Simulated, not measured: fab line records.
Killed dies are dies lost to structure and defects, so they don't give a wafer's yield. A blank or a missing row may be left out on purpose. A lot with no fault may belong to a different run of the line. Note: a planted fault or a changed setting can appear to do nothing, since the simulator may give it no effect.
Which tool did it? / flow sky130 / 72 wafers from 24 lots sampled at 6 of the route's 708 steps

== WHAT THE GAUGES SHOWED, per wafer ==
SKY_SD_N_OVL_MEAS_08. Usual: for SD_N_OVL the level is 0.9 nm and the standard deviation is 1.6.
lot=L074; measured=day 27 17:40; on=overlay-01; SD_N_OVL (nm)=0.4 1.2 -0.4; flag=
lot=L075; measured=day 27 23:37; on=overlay-02; SD_N_OVL (nm)=1.9 1.7 1.3; flag=
lot=L076; measured=day 28 17:02; on=overlay-01; SD_N_OVL (nm)=1.4 1.9 3.6; flag=
lot=L077; measured=day 28 23:20; on=overlay-01; SD_N_OVL (nm)=0.4 0.6 -1.0; flag=
lot=L078; measured=day 29 07:53; on=overlay-02; SD_N_OVL (nm)=-0.6 -0.6 -1.7; flag=
lot=L079; measured=day 29 12:13; on=overlay-01; SD_N_OVL (nm)=-0.2 0.3 -0.7; flag=
lot=L080; measured=day 30 06:05; on=overlay-02; SD_N_OVL (nm)=2.5 3.0 2.1; flag=
lot=L081; measured=day 30 17:20; on=overlay-01; SD_N_OVL (nm)=0.8 1.6 -0.3; flag=
lot=L082; measured=day 30 19:11; on=overlay-01; SD_N_OVL (nm)=0.2 1.3 0.6; flag=
lot=L083; measured=day 31 03:11; on=overlay-01; SD_N_OVL (nm)=0.5 -0.5 0.6; flag=
lot=L084; measured=day 31 08:07; on=overlay-01; SD_N_OVL (nm)=2.2 2.4 2.4; flag=
lot=L085; measured=day 31 16:41; on=overlay-02; SD_N_OVL (nm)=0.5 0.4 -0.1; flag=
lot=L086; measured=day 31 23:58; on=overlay-01; SD_N_OVL (nm)=0.4 2.8 2.9; flag=
lot=L087; measured=day 32 05:52; on=overlay-02; SD_N_OVL (nm)=-0.4 -0.4 0.3; flag=
lot=L088; measured=day 32 12:50; on=overlay-02; SD_N_OVL (nm)=0.3 0.9 2.4; flag=
lot=L089; measured=day 32 18:20; on=overlay-02; SD_N_OVL (nm)=-1.8 0.6 -1.7; flag=
lot=L090; measured=day 33 06:11; on=overlay-01; SD_N_OVL (nm)=-1.6 -1.6 -1.2; flag=
lot=L091; measured=day 33 09:53; on=overlay-01; SD_N_OVL (nm)=2.7 2.8 0.9; flag=
lot=L092; measured=day 33 19:23; on=overlay-02; SD_N_OVL (nm)=3.0 2.7 1.8; flag=
lot=L093; measured=day 34 01:45; on=overlay-02; SD_N_OVL (nm)=3.8 3.3 1.7; flag=
lot=L094; measured=day 34 10:01; on=overlay-01; SD_N_OVL (nm)=3.0 2.5 2.9; flag=
lot=L095; measured=day 34 15:10; on=overlay-02; SD_N_OVL (nm)=1.2 1.4 1.9; flag=
lot=L096; measured=day 35 00:23; on=overlay-01; SD_N_OVL (nm)=-2.7 -2.3 -1.5; flag=
lot=L097; measured=day 35 02:11; on=overlay-02; SD_N_OVL (nm)=3.2 2.6 3.2; flag=

SKY_CONTACT_BOW_MEAS_05. Usual: for CONTACT_BOW the level is 83 um and the standard deviation is 7.4.
lot=L074; measured=day 30 05:07; on=film_metro-03; CONTACT_BOW (um)=86 87 94; flag=
lot=L075; measured=day 30 12:18; on=film_metro-02; CONTACT_BOW (um)=78 84 88; flag=
lot=L076; measured=day 31 04:38; on=film_metro-04; CONTACT_BOW (um)=87 86 85; flag=
lot=L077; measured=day 31 11:51; on=film_metro-03; CONTACT_BOW (um)=81 82 81; flag=
lot=L078; measured=day 31 21:02; on=film_metro-04; CONTACT_BOW (um)=84 71 76; flag=
lot=L079; measured=day 32 00:37; on=film_metro-02; CONTACT_BOW (um)=82 75 71; flag=
lot=L080; measured=day 32 17:44; on=film_metro-02; CONTACT_BOW (um)=94 83 98; flag=
lot=L081; measured=day 33 04:03; on=film_metro-02; CONTACT_BOW (um)=90 84 66; flag=
lot=L082; measured=day 33 06:35; on=film_metro-02; CONTACT_BOW (um)=83 89 89; flag=
lot=L083; measured=day 33 13:23; on=film_metro-04; CONTACT_BOW (um)=86 94 75; flag=
lot=L084; measured=day 33 17:57; on=film_metro-02; CONTACT_BOW (um)=77 89 97; flag=
lot=L085; measured=day 34 02:13; on=film_metro-03; CONTACT_BOW (um)=79 83 79; flag=
lot=L086; measured=day 34 08:20; on=film_metro-03; CONTACT_BOW (um)=83 85 82; flag=
lot=L087; measured=day 34 15:27; on=film_metro-04; CONTACT_BOW (um)=82 90 84; flag=
lot=L088; measured=day 34 21:34; on=film_metro-03; CONTACT_BOW (um)=69 85 76; flag=
lot=L089; measured=day 35 03:48; on=film_metro-03; CONTACT_BOW (um)=82 85 86; flag=
lot=L090; measured=day 35 13:37; on=film_metro-02; CONTACT_BOW (um)=63 83 67; flag=
lot=L091; measured=day 35 17:58; on=film_metro-03; CONTACT_BOW (um)=79 79 77; flag=
lot=L092; measured=day 36 03:51; on=film_metro-02; CONTACT_BOW (um)=86 89 92; flag=
lot=L093; measured=day 36 10:34; on=film_metro-02; CONTACT_BOW (um)=77 77 81; flag=
lot=L094; measured=day 36 18:41; on=film_metro-03; CONTACT_BOW (um)=72 81 69; flag=
lot=L095; measured=day 36 22:49; on=film_metro-03; CONTACT_BOW (um)=93 90 93; flag=
lot=L096; measured=day 37 09:23; on=film_metro-04; CONTACT_BOW (um)=72 73 71; flag=
lot=L097; measured=day 37 10:02; on=film_metro-04; CONTACT_BOW (um)=82 94 85; flag=

SKY_VIA1_OVL_MEAS_13. Usual: for VIA1_OVL the level is 3 nm and the standard deviation is 4.5.
lot=L074; measured=day 33 18:10; on=overlay-01; VIA1_OVL (nm)=1 6 -2; flag=
lot=L075; measured=day 34 00:22; on=overlay-02; VIA1_OVL (nm)=11 5 8; flag=
lot=L076; measured=day 34 16:58; on=overlay-02; VIA1_OVL (nm)=4 2 2; flag=
lot=L077; measured=day 34 22:43; on=overlay-02; VIA1_OVL (nm)=10 10 9; flag=
lot=L078; measured=day 35 08:29; on=overlay-02; VIA1_OVL (nm)=2 4 0; flag=
lot=L079; measured=day 35 09:41; on=overlay-01; VIA1_OVL (nm)=4 1 5; flag=
lot=L080; measured=day 36 02:50; on=overlay-01; VIA1_OVL (nm)=5 7 4; flag=
lot=L081; measured=day 36 12:19; on=overlay-02; VIA1_OVL (nm)=14 14 11; flag=
lot=L082; measured=day 36 14:38; on=overlay-01; VIA1_OVL (nm)=1 5 11; flag=
lot=L083; measured=day 36 22:35; on=overlay-01; VIA1_OVL (nm)=-1 -5 -2; flag=
lot=L084; measured=day 37 02:11; on=overlay-02; VIA1_OVL (nm)=5 -1 -5; flag=
lot=L085; measured=day 37 12:35; on=overlay-01; VIA1_OVL (nm)=4 8 5; flag=
lot=L086; measured=day 37 17:52; on=overlay-02; VIA1_OVL (nm)=3 8 -1; flag=
lot=L087; measured=day 37 23:44; on=overlay-02; VIA1_OVL (nm)=0 1 0; flag=
lot=L088; measured=day 38 05:35; on=overlay-02; VIA1_OVL (nm)=5 -2 -1; flag=
lot=L089; measured=day 38 11:44; on=overlay-02; VIA1_OVL (nm)=3 7 2; flag=
lot=L090; measured=day 38 22:37; on=overlay-01; VIA1_OVL (nm)=10 6 12; flag=
lot=L091; measured=day 39 00:49; on=overlay-01; VIA1_OVL (nm)=1 4 5; flag=
lot=L092; measured=day 39 10:58; on=overlay-01; VIA1_OVL (nm)=2 3 -2; flag=
lot=L093; measured=day 39 17:14; on=overlay-01; VIA1_OVL (nm)=4 4 0; flag=
lot=L094; measured=day 40 01:13; on=overlay-01; VIA1_OVL (nm)=-1 -2 0; flag=
lot=L095; measured=day 40 06:19; on=overlay-01; VIA1_OVL (nm)=-1 1 -1; flag=
lot=L096; measured=day 40 13:59; on=overlay-02; VIA1_OVL (nm)=5 2 7; flag=
lot=L097; measured=day 40 15:34; on=overlay-01; VIA1_OVL (nm)=7 8 0; flag=

SKY_VIA4_THK_MEAS_01. Usual: for VIA4_HDPCVD_THK the level is 1752 nm and the standard deviation is 17.
lot=L074; measured=day 41 13:28; on=film_metro-04; VIA4_HDPCVD_THK (nm)=1740 1729 1732; flag=
lot=L075; measured=day 41 19:18; on=film_metro-02; VIA4_HDPCVD_THK (nm)=1749 1726 1749; flag=
lot=L076; measured=day 42 11:05; on=film_metro-03; VIA4_HDPCVD_THK (nm)=1740 1775 1759; flag=
lot=L077; measured=day 42 17:06; on=film_metro-02; VIA4_HDPCVD_THK (nm)=1735 1734 1760; flag=
lot=L078; measured=day 43 00:32; on=film_metro-03; VIA4_HDPCVD_THK (nm)=1782 1759 1756; flag=
lot=L079; measured=day 43 01:17; on=film_metro-02; VIA4_HDPCVD_THK (nm)=1744 1725 1732; flag=
lot=L080; measured=day 43 18:11; on=film_metro-03; VIA4_HDPCVD_THK (nm)=1764 1772 1793; flag=
lot=L081; measured=day 44 02:08; on=film_metro-03; VIA4_HDPCVD_THK (nm)=1734 1753 1754; flag=
lot=L082; measured=day 44 04:23; on=film_metro-04; VIA4_HDPCVD_THK (nm)=1787 1783 1768; flag=
lot=L083; measured=day 44 10:21; on=film_metro-03; VIA4_HDPCVD_THK (nm)=1744 1732 1751; flag=
lot=L084; measured=day 44 13:19; on=film_metro-03; VIA4_HDPCVD_THK (nm)=1755 1736 1730; flag=
lot=L085; measured=day 44 21:41; on=film_metro-03; VIA4_HDPCVD_THK (nm)=1739 1741 1732; flag=
lot=L086; measured=day 45 03:19; on=film_metro-02; VIA4_HDPCVD_THK (nm)=1744 1724 1728; flag=
lot=L087; measured=day 45 10:01; on=film_metro-02; VIA4_HDPCVD_THK (nm)=1760 1750 1745; flag=
lot=L088; measured=day 45 12:44; on=film_metro-02; VIA4_HDPCVD_THK (nm)=1756 1775 1758; flag=
lot=L089; measured=day 45 20:01; on=film_metro-04; VIA4_HDPCVD_THK (nm)=1736 1735 1732; flag=
lot=L090; measured=day 46 04:46; on=film_metro-04; VIA4_HDPCVD_THK (nm)=1754 1766 1740; flag=
lot=L091; measured=day 46 06:04; on=film_metro-02; VIA4_HDPCVD_THK (nm)=1774 1758 1746; flag=
lot=L092; measured=day 46 13:54; on=film_metro-04; VIA4_HDPCVD_THK (nm)=1754 1775 1756; flag=
lot=L093; measured=day 46 18:59; on=film_metro-03; VIA4_HDPCVD_THK (nm)=1768 1752 1778; flag=
lot=L094; measured=day 47 02:38; on=film_metro-02; VIA4_HDPCVD_THK (nm)=1769 1764 1771; flag=
lot=L095; measured=day 47 07:26; on=film_metro-02; VIA4_HDPCVD_THK (nm)=1752 1752 1752; flag=
lot=L096; measured=day 47 13:35; on=film_metro-02; VIA4_HDPCVD_THK (nm)=1720 1748 1744; flag=
lot=L097; measured=day 47 15:23; on=film_metro-03; VIA4_HDPCVD_THK (nm)=1756 1754 1747; flag=

== TOOL THAT RAN EACH LOT (tool first, then ch and the chambers of the sampled wafers, then the start) ==
lot=L074; SKY_VIA2_CVD_21=cvd_w-02 ch 0,1, day 36 02:19; SKY_METAL4_STRIP_19=plasma_asher-01 ch 0,1, day 41 12:42
lot=L075; SKY_VIA2_CVD_21=cvd_w-01 ch 0,1, day 36 08:07; SKY_METAL4_STRIP_19=plasma_asher-02 ch 0, day 41 18:32
lot=L076; SKY_VIA2_CVD_21=cvd_w-02 ch 0,1, day 37 00:44; SKY_METAL4_STRIP_19=plasma_asher-02 ch 0,1, day 42 10:18
lot=L077; SKY_VIA2_CVD_21=cvd_w-01 ch 0,1, day 37 07:52; SKY_METAL4_STRIP_19=plasma_asher-02 ch 0,1, day 42 16:17
lot=L078; SKY_VIA2_CVD_21=cvd_w-02 ch 0,1, day 37 16:01; SKY_METAL4_STRIP_19=plasma_asher-01 ch 0,1, day 42 23:44
lot=L079; SKY_VIA2_CVD_21=cvd_w-01 ch 0,1, day 37 16:45; SKY_METAL4_STRIP_19=plasma_asher-02 ch 0, day 43 00:30
lot=L080; SKY_VIA2_CVD_21=cvd_w-02 ch 0,1, day 38 10:39; SKY_METAL4_STRIP_19=plasma_asher-02 ch 0,1, day 43 17:26
lot=L081; SKY_VIA2_CVD_21=cvd_w-01 ch 0,1, day 38 19:18; SKY_METAL4_STRIP_19=plasma_asher-01 ch 0,1, day 44 01:18
lot=L082; SKY_VIA2_CVD_21=cvd_w-01 ch 0,1, day 38 21:42; SKY_METAL4_STRIP_19=plasma_asher-02 ch 0,1, day 44 03:35
lot=L083; SKY_VIA2_CVD_21=cvd_w-01 ch 0,1, day 39 05:25; SKY_METAL4_STRIP_19=plasma_asher-04 ch 0,1, day 44 09:29
lot=L084; SKY_VIA2_CVD_21=cvd_w-01 ch 0,1, day 39 07:29; SKY_METAL4_STRIP_19=plasma_asher-04 ch 0,1, day 44 12:23
lot=L085; SKY_VIA2_CVD_21=cvd_w-01 ch 0,1, day 39 18:20; SKY_METAL4_STRIP_19=plasma_asher-04 ch 0,1, day 44 20:56
lot=L086; SKY_VIA2_CVD_21=cvd_w-01 ch 0, day 39 22:58; SKY_METAL4_STRIP_19=plasma_asher-01 ch 0,1, day 45 02:27
lot=L087; SKY_VIA2_CVD_21=cvd_w-01 ch 0, day 40 06:25; SKY_METAL4_STRIP_19=plasma_asher-04 ch 0,1, day 45 09:12
lot=L088; SKY_VIA2_CVD_21=cvd_w-01 ch 0,1, day 40 10:40; SKY_METAL4_STRIP_19=plasma_asher-01 ch 0, day 45 11:57
lot=L089; SKY_VIA2_CVD_21=cvd_w-02 ch 0,1, day 40 17:49; SKY_METAL4_STRIP_19=plasma_asher-04 ch 0,1, day 45 19:15
lot=L090; SKY_VIA2_CVD_21=cvd_w-01 ch 0,1, day 41 03:56; SKY_METAL4_STRIP_19=plasma_asher-01 ch 0,1, day 46 03:56
lot=L091; SKY_VIA2_CVD_21=cvd_w-01 ch 0,1, day 41 05:23; SKY_METAL4_STRIP_19=plasma_asher-02 ch 0,1, day 46 05:18
lot=L092; SKY_VIA2_CVD_21=cvd_w-02 ch 0, day 41 15:33; SKY_METAL4_STRIP_19=plasma_asher-01 ch 0,1, day 46 13:06
lot=L093; SKY_VIA2_CVD_21=cvd_w-02 ch 0,1, day 41 21:41; SKY_METAL4_STRIP_19=plasma_asher-01 ch 0,1, day 46 18:12
lot=L094; SKY_VIA2_CVD_21=cvd_w-01 ch 0,1, day 42 05:44; SKY_METAL4_STRIP_19=plasma_asher-04 ch 0,1, day 47 01:21
lot=L095; SKY_VIA2_CVD_21=cvd_w-01 ch 0,1, day 42 10:52; SKY_METAL4_STRIP_19=plasma_asher-01 ch 0,1, day 47 06:29
lot=L096; SKY_VIA2_CVD_21=cvd_w-01 ch 0,1, day 42 18:01; SKY_METAL4_STRIP_19=plasma_asher-01 ch 0,1, day 47 12:40
lot=L097; SKY_VIA2_CVD_21=cvd_w-02 ch 0,1, day 42 20:04; SKY_METAL4_STRIP_19=plasma_asher-01 ch 0,1, day 47 14:36
- SKY_VIA2_CVD_21: deposits W, target thk 420 nm, time 126.4 s.
- SKY_METAL4_STRIP_19: strips in O2/N2.

== AS READ BY THE TOOLS THEMSELVES (means over the sampled wafers that have a number; for cases with no such wafer, the mark the record gives instead) ==
SKY_VIA2_CVD_21. Usual: chamber_pressure_Torr 39.99 Torr, standard deviation 0.088; heater_power_w 765 W, standard deviation 22; susceptor_temp_C 400.00 C, standard deviation 0.2.
lot=L074; tool=cvd_w-02; chamber_pressure_Torr (Torr)=40.02; heater_power_w (W)=788; susceptor_temp_C (C)=400.06; flag=
lot=L075; tool=cvd_w-01; chamber_pressure_Torr (Torr)=40.01; heater_power_w (W)=760; susceptor_temp_C (C)=400.09; flag=
lot=L076; tool=cvd_w-02; chamber_pressure_Torr (Torr)=39.98; heater_power_w (W)=785; susceptor_temp_C (C)=399.82; flag=
lot=L077; tool=cvd_w-01; chamber_pressure_Torr (Torr)=39.96; heater_power_w (W)=761; susceptor_temp_C (C)=400.01; flag=
lot=L078; tool=cvd_w-02; chamber_pressure_Torr (Torr)=40.00; heater_power_w (W)=799; susceptor_temp_C (C)=400.21; flag=
lot=L079; tool=cvd_w-01; chamber_pressure_Torr (Torr)=40.04; heater_power_w (W)=743; susceptor_temp_C (C)=399.86; flag=
lot=L080; tool=cvd_w-02; chamber_pressure_Torr (Torr)=40.16; heater_power_w (W)=795; susceptor_temp_C (C)=400.12; flag=
lot=L081; tool=cvd_w-01; chamber_pressure_Torr (Torr)=39.92; heater_power_w (W)=752; susceptor_temp_C (C)=399.91; flag=
lot=L082; tool=cvd_w-01; chamber_pressure_Torr (Torr)=39.94; heater_power_w (W)=766; susceptor_temp_C (C)=400.08; flag=
lot=L083; tool=cvd_w-01; chamber_pressure_Torr (Torr)=40.00; heater_power_w (W)=748; susceptor_temp_C (C)=400.04; flag=
lot=L084; tool=cvd_w-01; chamber_pressure_Torr (Torr)=39.99; heater_power_w (W)=760; susceptor_temp_C (C)=399.92; flag=
lot=L085; tool=cvd_w-01; chamber_pressure_Torr (Torr)=39.98; heater_power_w (W)=766; susceptor_temp_C (C)=399.86; flag=
lot=L086; tool=cvd_w-01; chamber_pressure_Torr (Torr)=40.09; heater_power_w (W)=774; susceptor_temp_C (C)=400.13; flag=
lot=L087; tool=cvd_w-01; chamber_pressure_Torr (Torr)=39.87; heater_power_w (W)=760; susceptor_temp_C (C)=400.20; flag=
lot=L088; tool=cvd_w-01; chamber_pressure_Torr (Torr)=39.90; heater_power_w (W)=759; susceptor_temp_C (C)=399.98; flag=
lot=L089; tool=cvd_w-02; chamber_pressure_Torr (Torr)=40.01; heater_power_w (W)=727; susceptor_temp_C (C)=399.71; flag=
lot=L090; tool=cvd_w-01; chamber_pressure_Torr (Torr)=39.93; heater_power_w (W)=758; susceptor_temp_C (C)=400.05; flag=
lot=L091; tool=cvd_w-01; chamber_pressure_Torr (Torr)=39.94; heater_power_w (W)=766; susceptor_temp_C (C)=400.14; flag=
lot=L092; tool=cvd_w-02; chamber_pressure_Torr (Torr)=39.92; heater_power_w (W)=788; susceptor_temp_C (C)=399.82; flag=
lot=L093; tool=cvd_w-02; chamber_pressure_Torr (Torr)=39.96; heater_power_w (W)=764; susceptor_temp_C (C)=400.18; flag=
lot=L094; tool=cvd_w-01; chamber_pressure_Torr (Torr)=40.07; heater_power_w (W)=773; susceptor_temp_C (C)=399.85; flag=
lot=L095; tool=cvd_w-01; chamber_pressure_Torr (Torr)=39.99; heater_power_w (W)=773; susceptor_temp_C (C)=399.76; flag=
lot=L096; tool=cvd_w-01; chamber_pressure_Torr (Torr)=40.07; heater_power_w (W)=768; susceptor_temp_C (C)=400.12; flag=
lot=L097; tool=cvd_w-02; chamber_pressure_Torr (Torr)=39.97; heater_power_w (W)=755; susceptor_temp_C (C)=400.07; flag=

SKY_METAL4_STRIP_19. Usual: drypump_motor_current_A 5.6 A, standard deviation 0.48; oes_product_au 0.503 a.u., standard deviation 0.005; strip_time_to_endpoint_s 6.55 s, standard deviation 0.057.
lot=L074; tool=plasma_asher-01; drypump_motor_current_A (A)=5.3; oes_product_au (a.u.)=0.508; strip_time_to_endpoint_s (s)=6.60; flag=
lot=L075; tool=plasma_asher-02; drypump_motor_current_A (A)=6.2; oes_product_au (a.u.)=0.502; strip_time_to_endpoint_s (s)=6.56; flag=
lot=L076; tool=plasma_asher-02; drypump_motor_current_A (A)=5.9; oes_product_au (a.u.)=0.502; strip_time_to_endpoint_s (s)=6.54; flag=
lot=L077; tool=plasma_asher-02; drypump_motor_current_A (A)=6.1; oes_product_au (a.u.)=0.504; strip_time_to_endpoint_s (s)=6.61; flag=
lot=L078; tool=plasma_asher-01; drypump_motor_current_A (A)=5.1; oes_product_au (a.u.)=0.506; strip_time_to_endpoint_s (s)=6.57; flag=
lot=L079; tool=plasma_asher-02; drypump_motor_current_A (A)=6.2; oes_product_au (a.u.)=0.508; strip_time_to_endpoint_s (s)=6.60; flag=
lot=L080; tool=plasma_asher-02; drypump_motor_current_A (A)=5.9; oes_product_au (a.u.)=0.507; strip_time_to_endpoint_s (s)=6.60; flag=
lot=L081; tool=plasma_asher-01; drypump_motor_current_A (A)=5.1; oes_product_au (a.u.)=0.502; strip_time_to_endpoint_s (s)=6.46; flag=
lot=L082; tool=plasma_asher-02; drypump_motor_current_A (A)=6.1; oes_product_au (a.u.)=0.505; strip_time_to_endpoint_s (s)=6.54; flag=
lot=L083; tool=plasma_asher-04; drypump_motor_current_A (A)=6.0; oes_product_au (a.u.)=0.503; strip_time_to_endpoint_s (s)=6.47; flag=
lot=L084; tool=plasma_asher-04; drypump_motor_current_A (A)=5.7; oes_product_au (a.u.)=0.504; strip_time_to_endpoint_s (s)=6.53; flag=
lot=L085; tool=plasma_asher-04; drypump_motor_current_A (A)=5.7; oes_product_au (a.u.)=0.502; strip_time_to_endpoint_s (s)=6.55; flag=
lot=L086; tool=plasma_asher-01; drypump_motor_current_A (A)=5.1; oes_product_au (a.u.)=0.502; strip_time_to_endpoint_s (s)=6.49; flag=
lot=L087; tool=plasma_asher-04; drypump_motor_current_A (A)=6.0; oes_product_au (a.u.)=0.501; strip_time_to_endpoint_s (s)=6.53; flag=
lot=L088; tool=plasma_asher-01; drypump_motor_current_A (A)=4.9; oes_product_au (a.u.)=0.500; strip_time_to_endpoint_s (s)=6.59; flag=
lot=L089; tool=plasma_asher-04; drypump_motor_current_A (A)=6.0; oes_product_au (a.u.)=0.499; strip_time_to_endpoint_s (s)=6.56; flag=
lot=L090; tool=plasma_asher-01; drypump_motor_current_A (A)=5.1; oes_product_au (a.u.)=0.501; strip_time_to_endpoint_s (s)=6.48; flag=
lot=L091; tool=plasma_asher-02; drypump_motor_current_A (A)=5.9; oes_product_au (a.u.)=0.503; strip_time_to_endpoint_s (s)=6.51; flag=
lot=L092; tool=plasma_asher-01; drypump_motor_current_A (A)=5.1; oes_product_au (a.u.)=0.499; strip_time_to_endpoint_s (s)=6.51; flag=
lot=L093; tool=plasma_asher-01; drypump_motor_current_A (A)=5.2; oes_product_au (a.u.)=0.501; strip_time_to_endpoint_s (s)=6.58; flag=
lot=L094; tool=plasma_asher-04; drypump_motor_current_A (A)=5.7; oes_product_au (a.u.)=0.500; strip_time_to_endpoint_s (s)=6.50; flag=
lot=L095; tool=plasma_asher-01; drypump_motor_current_A (A)=5.3; oes_product_au (a.u.)=0.497; strip_time_to_endpoint_s (s)=6.47; flag=
lot=L096; tool=plasma_asher-01; drypump_motor_current_A (A)=5.3; oes_product_au (a.u.)=0.502; strip_time_to_endpoint_s (s)=6.61; flag=
lot=L097; tool=plasma_asher-01; drypump_motor_current_A (A)=5.3; oes_product_au (a.u.)=0.504; strip_time_to_endpoint_s (s)=6.60; flag=

== THE ANSWER, worked out from the rows above alone ==
Rule: lot off if the mean of its wafers having a number is beyond 3 standard deviations from the usual mean. A lot without any number at a reading at which 4 lots or more have one is off too. The other lots that the step has rows for count as sound. Order of review: gauges by route order, followed by the tools' own readings, for which a lot's mean as printed above is used. The first step at which some lot is off is used, and at that step the reading that is off furthest; a lot without a number counts as furthest.
Nothing can be told from this: no lot is off at any reading shown.

== WHAT HAD BEEN PUT IN BY THE SIMULATOR ==
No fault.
